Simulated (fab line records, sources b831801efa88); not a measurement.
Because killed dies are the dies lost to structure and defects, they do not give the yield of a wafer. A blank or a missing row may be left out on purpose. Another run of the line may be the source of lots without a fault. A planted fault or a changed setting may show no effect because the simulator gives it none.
Matching of chambers	flow sky130	pecvd-04 running SKY_PASSIVATION_CVD_00: 3 sister chambers
The step deposits SiO2, target thk 90 nm. 6 wafers are shown with their chamber, then 7 later ones without.

WAFERS WITH THEIR CHAMBER
wafer	chamber	heater-power-w (W)
L623.1	0	639
L631.1	0	536
L631.3	2	681
L631.4	1	753
L632.1	1	744
L632.4	2	746

WAFERS WHOSE CHAMBER IS MISSING
wafer	heater-power-w (W)
L632.6	587
L633.1	557
L633.2	639
L633.5	563
L636.2	599
L636.4	701
L636.6	631

EACH ONE'S CHAMBER
wafer	from the rows above	in truth
L632.6	0	0
L633.1	0	0
L633.2	can't be placed: 0 or 2 or 1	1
L633.5	0	0
L636.2	0	0
L636.4	can't be placed: 2 or 1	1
L636.6	can't be placed: 0 or 2 or 1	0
Correctly placed: 4 of 7. Not placeable from these rows: 3 (in 3, the candidates include the true chamber). Placed wrongly: 0.
How it was worked out, from the rows above alone: a wafer's distance from a chamber is the root of the sum, over the readings, of the square of ((its reading less the chamber's mean) divided by the reading's scatter). If the next closest chamber is less than 2 further off than the closest, the wafer can't be placed; otherwise it belongs to the closest. A chamber's mean is the mean of its shown wafers. The scatter is the square root of a quotient: the sum, over the shown wafers, of each reading's squared deviation from its chamber's mean, divided by wafers minus chambers.
